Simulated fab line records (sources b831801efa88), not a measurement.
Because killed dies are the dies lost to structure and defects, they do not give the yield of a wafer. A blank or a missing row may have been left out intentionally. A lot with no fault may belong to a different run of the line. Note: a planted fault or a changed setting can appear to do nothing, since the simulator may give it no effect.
fab line records -- flow gf180mcu
record lots=13, wafers=39, lastDay=34
route steps=602 shown POLY_GATE@168 SAB@264 CONTACT@290
lots that met no fault: from a run of the same line without faults
startH: the number of hours between the record's first day and the start of the first shown wafer of the lot -- waitH: how many hours have passed since the lot's step before this one -- " the same as in the row above -- L1.1+2: a row that stands for several wafers -- - no value, or no start given -- * or withheld: withheld -- < > ~ a bound
route shown NAME@n: NAME is a module with steps in the file, n the number in the route of the first one -- usual: mean and standard deviation over wafers with no fault -- same: alike in all rows -- chamber/n: place in a boat -- sites: readings site by site -- _std_site: their standard deviation -- _edge_site: inner sites' mean taken away from outer sites' mean -- radiusMm: for every site, how far away it sits from the centre of the wafer -- mask NAME#n: copy n -- behind: tool/chamber where the wafer was last shaped -- hold: reason for holding the lot/hours on hold/outcome of the hold -- device: whichever transistor did not switch (one of n, p or np) -- end of line: the same wafers' tests at the end of the route -- a step given without rows: its recipe and nothing more -- killed: dies that structure and defects cost at the first sort, which is not the same as the wafer's yield -- map: shows each die of a wafer: x if killed, . if not, _ if none is there
set.NAME: the setting the step ran with; set.NAME@STEP: the setting that earlier step ran with -- model.NAME: the simulator's own value behind a step, which no gauge read
route steps across a sampled set of lots; one table per step, one row per wafer
services: when a tool's chamber went out of use (startH, in hours from the record's first day, below 0 if earlier), for how many hours, and the reason
## steps
# step GF_POLY_GATE_OVL_MEAS_11
# usual POLY_GATE_OVL=-3/5.2
lot.wafer,tool,chamber,startH,waitH,POLY_GATE_OVL[nm]
L334.1,overlay-02,-,195.02,0.1,0
L334.2,overlay-02,-,195.02,0.1,-3
L334.3,overlay-02,-,195.02,0.1,0
L336.1,overlay-02,-,211.47,0.1,2
L336.4,overlay-02,-,211.47,0.1,0
L336.5,overlay-02,-,211.47,0.1,2
L337.1,overlay-02,-,216.65,0.1,-8
L337.2,overlay-02,-,216.65,0.1,-7
L337.6,overlay-02,-,216.65,0.1,-7
L338.1,overlay-02,-,227.47,0.1,-4
L338.3,overlay-02,-,227.47,0.1,-2
L338.6,overlay-02,-,227.47,0.1,1
L339.2,overlay-01,-,232.95,0.1,2
L339.4,overlay-01,-,232.95,0.1,0
L339.5,overlay-01,-,232.95,0.1,2
L340.1,overlay-01,-,240.09,0.1,-4
L340.5,overlay-01,-,240.09,0.1,-2
L340.6,overlay-01,-,240.09,0.1,1
L341.3,overlay-01,-,249.40,0.1,6
L341.4,overlay-01,-,249.40,0.1,4
L341.5,overlay-01,-,249.40,0.1,3
L344.2,overlay-01,-,269.27,0.1,-2
L344.5,overlay-01,-,269.27,0.1,4
L344.6,overlay-01,-,269.27,0.1,4
L346.1,overlay-02,-,281.97,0.1,2
L346.2,overlay-02,-,281.97,0.1,2
L346.3,overlay-02,-,281.97,0.1,-1
L347.3,overlay-01,-,288.03,0.1,-5
L347.4,overlay-01,-,288.03,0.1,-4
L347.6,overlay-01,-,288.03,0.1,-8
L348.1,overlay-02,-,295.89,0.1,-7
L348.4,overlay-02,-,295.89,0.1,-2
L348.6,overlay-02,-,295.89,0.1,-2
L354.3,overlay-02,-,342.88,0.1,-1
L354.5,overlay-02,-,342.88,0.1,-5
L354.6,overlay-02,-,342.88,0.1,-8
L357.1,overlay-02,-,362.39,0.1,-1
L357.5,overlay-02,-,362.39,0.1,-4
L357.6,overlay-02,-,362.39,0.1,-4
# step GF_SAB_CVD_00
# recipe material=SiO2, targetThkNm=50, precursor=TEOS, tempC=400, timeS=4.9302, rfW=600
# usual heaterPowerW=702/110
lot.wafer,tool,chamber,startH,waitH,heaterPowerW
L334.1,pecvd-03,2,314.81,0.1,717
L334.2,pecvd-03,0,314.81,0.1,856
L334.3,pecvd-03,1,314.81,0.1,834
L336.1,pecvd-01,2,335.41,0.1,786
L336.4,pecvd-01,2,335.41,0.1,792
L336.5,pecvd-01,1,335.41,0.1,557
L337.1,pecvd-03,2,340.82,0.1,679
L337.2,pecvd-03,1,340.82,0.1,906
L337.6,pecvd-03,2,340.82,0.1,674
L338.1,pecvd-01,2,352.76,0.1,811
L338.3,pecvd-01,0,352.76,0.1,643
L338.6,pecvd-01,0,352.76,0.1,632
L339.2,pecvd-04,1,359.61,0.1,528
L339.4,pecvd-04,0,359.61,0.1,613
L339.5,pecvd-04,2,359.61,0.1,713
L340.1,pecvd-01,1,370.87,0.1,534
L340.5,pecvd-01,2,370.87,0.1,842
L340.6,pecvd-01,0,370.87,0.1,692
L341.3,pecvd-04,1,382.96,0.1,578
L341.4,pecvd-04,2,382.96,0.1,581
L341.5,pecvd-04,1,382.96,0.1,591
L344.2,pecvd-01,0,408.22,0.1,650
L344.5,pecvd-01,0,408.22,0.1,641
L344.6,pecvd-01,2,408.22,0.1,748
L346.1,pecvd-03,2,420.17,0.1,711
L346.2,pecvd-03,0,420.17,0.1,893
L346.3,pecvd-03,1,420.17,0.1,876
L347.3,pecvd-04,1,427.56,0.1,674
L347.4,pecvd-04,2,427.56,0.1,649
L347.6,pecvd-04,1,427.56,0.1,658
L348.1,pecvd-03,2,440.81,0.1,699
L348.4,pecvd-03,2,440.81,0.1,699
L348.6,pecvd-03,1,440.81,0.1,841
L354.3,pecvd-03,1,492.16,0.1,900
L354.5,pecvd-03,1,492.16,0.1,906
L354.6,pecvd-03,0,492.16,0.1,857
L357.1,pecvd-04,0,510.36,0.1,650
L357.5,pecvd-04,1,510.36,0.1,566
L357.6,pecvd-04,2,510.36,0.1,578
# step GF_SAB_THK_MEAS_01
# recipe reads=SiO2_of_SAB_CVD_00
# usual SAB_CVD_00_THK=50.0/0.66
lot.wafer,tool,chamber,startH,waitH,SAB_CVD_00_THK[nm]
L334.1,filmMetro-01,-,314.83,0.0,49.5
L334.2,filmMetro-01,-,314.83,0.0,50.2
L334.3,filmMetro-01,-,314.83,0.0,49.5
L336.1,filmMetro-04,-,335.43,0.0,49.5
L336.4,filmMetro-04,-,335.43,0.0,50.8
L336.5,filmMetro-04,-,335.43,0.0,50.6
L337.1,filmMetro-04,-,340.84,0.0,49.9
L337.2,filmMetro-04,-,340.84,0.0,50.4
L337.6,filmMetro-04,-,340.84,0.0,50.1
L338.1,filmMetro-01,-,352.78,0.0,49.6
L338.3,filmMetro-01,-,352.78,0.0,50.3
L338.6,filmMetro-01,-,352.78,0.0,50.8
L339.2,filmMetro-03,-,359.64,0.0,48.9
L339.4,filmMetro-03,-,359.64,0.0,50.1
L339.5,filmMetro-03,-,359.64,0.0,50.1
L340.1,filmMetro-03,-,370.89,0.0,49.6
L340.5,filmMetro-03,-,370.89,0.0,50.5
L340.6,filmMetro-03,-,370.89,0.0,51.3
L341.3,filmMetro-04,-,383.00,0.0,49.4
L341.4,filmMetro-04,-,383.00,0.0,50.8
L341.5,filmMetro-04,-,383.00,0.0,50.6
L344.2,filmMetro-01,-,408.25,0.0,50.0
L344.5,filmMetro-01,-,408.25,0.0,50.9
L344.6,filmMetro-01,-,408.25,0.0,50.9
L346.1,filmMetro-01,-,420.19,0.0,48.3
L346.2,filmMetro-01,-,420.19,0.0,49.1
L346.3,filmMetro-01,-,420.19,0.0,48.7
L347.3,filmMetro-04,-,427.60,0.0,49.2
L347.4,filmMetro-04,-,427.60,0.0,50.0
L347.6,filmMetro-04,-,427.60,0.0,49.7
L348.1,filmMetro-01,-,440.83,0.0,48.7
L348.4,filmMetro-01,-,440.83,0.0,49.9
L348.6,filmMetro-01,-,440.83,0.0,50.0
L354.3,filmMetro-03,-,492.20,0.0,52.9
L354.5,filmMetro-03,-,492.20,0.0,52.6
L354.6,filmMetro-03,-,492.20,0.0,51.1
L357.1,filmMetro-04,-,510.38,0.0,49.5
L357.5,filmMetro-04,-,510.38,0.0,50.0
L357.6,filmMetro-04,-,510.38,0.0,49.7
# step GF_SAB_STRIP_13
# recipe chemistry=O2/N2, powerW=1400, pressureMtorr=1500, platenTempC=250, o2FlowSccm=3000, n2FlowSccm=300, overashFraction=0.5
# usual drypumpMotorCurrentA=5.6/0.52, heaterPowerW=338/24, oesProductAu=0.710/0.0046, stripTimeToEndpointS=12.51/0.031
lot.wafer,tool,chamber,startH,waitH,drypumpMotorCurrentA,heaterPowerW,oesProductAu,rfHoursCounterH,stripTimeToEndpointS
L334.1,plasmaAsher-04,1,335.79,0.0,5.1,340,0.711,22,12.52
L334.2,plasmaAsher-04,0,335.79,0.0,5.3,346,0.712,22,12.53
L334.3,plasmaAsher-04,0,335.79,0.0,5.3,336,0.712,-,12.50
L336.1,plasmaAsher-02,0,357.78,0.0,6.3,372,0.710,56,12.48
L336.4,plasmaAsher-02,0,357.78,0.0,6.3,373,0.709,-,12.47
L336.5,plasmaAsher-02,1,357.78,0.0,5.9,323,0.707,-,12.49
L337.1,plasmaAsher-02,0,362.53,0.0,6.3,377,0.713,57,12.55
L337.2,plasmaAsher-02,1,362.53,0.0,6.0,319,0.705,57,12.50
L337.6,plasmaAsher-02,0,362.53,0.0,6.3,378,0.718,-,12.52
L338.1,plasmaAsher-03,1,374.58,0.0,5.0,304,0.707,70,12.55
L338.3,plasmaAsher-03,1,374.58,0.0,5.0,304,0.705,-,12.52
L338.6,plasmaAsher-03,1,374.58,0.0,5.0,295,0.709,-,12.49
L339.2,plasmaAsher-04,1,381.94,0.0,5.1,343,0.709,27,12.53
L339.4,plasmaAsher-04,1,381.94,0.0,5.1,336,0.714,-,12.50
L339.5,plasmaAsher-04,0,381.94,0.0,5.3,351,0.717,-,12.51
L340.1,plasmaAsher-04,1,393.73,0.0,5.1,340,0.711,28,12.47
L340.5,plasmaAsher-04,0,393.73,0.0,5.4,345,0.711,-,12.50
L340.6,plasmaAsher-04,1,393.73,0.0,5.1,342,0.705,-,12.50
L341.3,plasmaAsher-02,1,406.33,0.0,6.0,316,0.713,-,12.52
L341.4,plasmaAsher-02,0,406.33,0.0,6.3,369,0.706,-,12.51
L341.5,plasmaAsher-02,1,406.33,0.0,6.0,318,0.707,-,12.55
L344.2,plasmaAsher-02,1,432.70,0.0,6.0,309,0.707,65,12.48
L344.5,plasmaAsher-02,0,432.70,0.0,6.3,373,0.712,-,12.48
L344.6,plasmaAsher-02,1,432.70,0.0,6.0,321,0.711,-,12.46
L346.1,plasmaAsher-02,1,443.88,0.0,6.0,320,0.705,66,12.48
L346.2,plasmaAsher-02,0,443.88,0.0,6.3,372,0.712,66,12.45
L346.3,plasmaAsher-02,0,443.88,0.0,6.3,370,0.704,-,12.47
L347.3,plasmaAsher-02,1,451.57,0.0,6.0,317,0.718,-,12.47
L347.4,plasmaAsher-02,0,451.57,0.0,6.4,373,0.713,-,12.48
L347.6,plasmaAsher-02,0,451.57,0.0,6.3,368,0.708,-,12.47
L348.1,plasmaAsher-02,0,464.88,0.0,6.4,368,0.714,68,12.55
L348.4,plasmaAsher-02,1,464.88,0.0,6.0,319,0.709,-,12.55
L348.6,plasmaAsher-02,0,464.88,0.0,6.3,373,0.711,-,12.51
L354.3,plasmaAsher-04,0,515.73,0.0,5.3,345,0.709,-,12.48
L354.5,plasmaAsher-04,1,515.73,0.0,5.1,335,0.716,-,12.48
L354.6,plasmaAsher-04,0,515.73,0.0,5.3,339,0.710,-,12.49
L357.1,plasmaAsher-04,1,533.32,0.0,5.1,341,0.712,43,12.52
L357.5,plasmaAsher-04,0,533.32,0.0,5.3,344,0.713,-,12.51
L357.6,plasmaAsher-04,1,533.32,0.0,5.1,337,0.703,-,12.56
# step GF_CONTACT_THK_MEAS_03
# recipe reads=SiO2_of_CONTACT_CVD_02
# usual CONTACT_CVD_02_THK=865/11
lot.wafer,tool,chamber,startH,waitH,CONTACT_CVD_02_THK[nm]
L334.1,filmMetro-04,-,336.70,0.0,846
L334.2,filmMetro-04,-,336.70,0.0,856
L334.3,filmMetro-04,-,336.70,0.0,850
L336.1,filmMetro-02,-,358.75,0.0,867
L336.4,filmMetro-02,-,358.75,0.0,871
L336.5,filmMetro-02,-,358.75,0.0,871
L337.1,filmMetro-03,-,363.46,0.0,860
L337.2,filmMetro-03,-,363.46,0.0,863
L337.6,filmMetro-03,-,363.46,0.0,880
L338.1,filmMetro-03,-,375.56,0.0,881
L338.3,filmMetro-03,-,375.56,0.0,868
L338.6,filmMetro-03,-,375.56,0.0,864
L339.2,filmMetro-03,-,382.84,0.0,841
L339.4,filmMetro-03,-,382.84,0.0,857
L339.5,filmMetro-03,-,382.84,0.0,863
L340.1,filmMetro-03,-,394.61,0.0,846
L340.5,filmMetro-03,-,394.61,0.0,870
L340.6,filmMetro-03,-,394.61,0.0,866
L341.3,filmMetro-02,-,407.20,0.1,850
L341.4,filmMetro-02,-,407.20,0.1,858
L341.5,filmMetro-02,-,407.20,0.1,870
L344.2,filmMetro-04,-,433.60,0.0,862
L344.5,filmMetro-04,-,433.60,0.0,876
L344.6,filmMetro-04,-,433.60,0.0,882
L346.1,filmMetro-03,-,444.77,0.0,864
L346.2,filmMetro-03,-,444.77,0.0,850
L346.3,filmMetro-03,-,444.77,0.0,859
L347.3,filmMetro-02,-,452.46,0.1,867
L347.4,filmMetro-02,-,452.46,0.1,875
L347.6,filmMetro-02,-,452.46,0.1,872
L348.1,filmMetro-04,-,465.77,0.0,856
L348.4,filmMetro-04,-,465.77,0.0,865
L348.6,filmMetro-04,-,465.77,0.0,872
L354.3,filmMetro-02,-,516.61,0.1,870
L354.5,filmMetro-02,-,516.61,0.1,868
L354.6,filmMetro-02,-,516.61,0.1,875
L357.1,filmMetro-02,-,534.24,0.0,864
L357.5,filmMetro-02,-,534.24,0.0,865
L357.6,filmMetro-02,-,534.24,0.0,868
## services
tool,chamber,startH,hours,kind
pecvd-03,-,318.25,0.5,repair
pecvd-03,-,331.52,5.5,pm
plasmaAsher-03,-,333.60,3.8,repair
pecvd-04,0,347.59,4.2,repair
pecvd-04,-,368.88,14.0,pm
pecvd-04,0,368.88,14.0,ventCycle
pecvd-04,1,368.88,14.0,ventCycle
pecvd-04,2,368.88,14.0,ventCycle
pecvd-04,0,382.88,-,clean
pecvd-04,1,382.88,-,clean
pecvd-04,2,382.88,-,clean
plasmaAsher-02,-,394.47,1.5,repair
pecvd-04,-,399.05,0.3,repair
pecvd-01,-,400.46,2.1,repair
plasmaAsher-03,-,421.25,9.0,pm
plasmaAsher-03,0,421.25,9.0,ventCycle
plasmaAsher-03,1,421.25,9.0,ventCycle
plasmaAsher-03,0,430.25,-,clean
plasmaAsher-03,-,432.21,2.2,repair
pecvd-01,1,458.97,22.1,repair
pecvd-01,-,482.12,4.3,pm
plasmaAsher-02,-,484.02,3.1,repair
pecvd-04,-,493.31,2.8,pm
pecvd-04,-,496.75,1.3,repair
## key
firstSign step=GF_SAB_THK_MEAS_01, reading=SAB_CVD_00_THK, direction=up, sigmas=4.1, usual=50.0, struck=52.7
effect none on later readings
metAt GF_SAB_CVD_00
struckLots L354
struckWafers L354.3,L354.5
testerLeftOut L354
notActingAt GF_POLY_GATE_OVL_MEAS_11,GF_SAB_STRIP_13,GF_CONTACT_THK_MEAS_03
onsetBetween 440.81 492.16
fault kind=processParameterDrift, tool=pecvd-03, chamber=1, onsetH=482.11, steps=GF_SAB_CVD_00, channel=targetThkNm, offset=2.5584, shape=step, endH=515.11, actsIn=theseRecipesOnly, stated=50
# testerLeftOut: of these lots the tester's yield and bins aren't shown, on N5 and GAA mostly nor the transistor test; their killed dies are dies lost to structure and defects alone, not to doping, threshold or leakage, so they don't give the yield
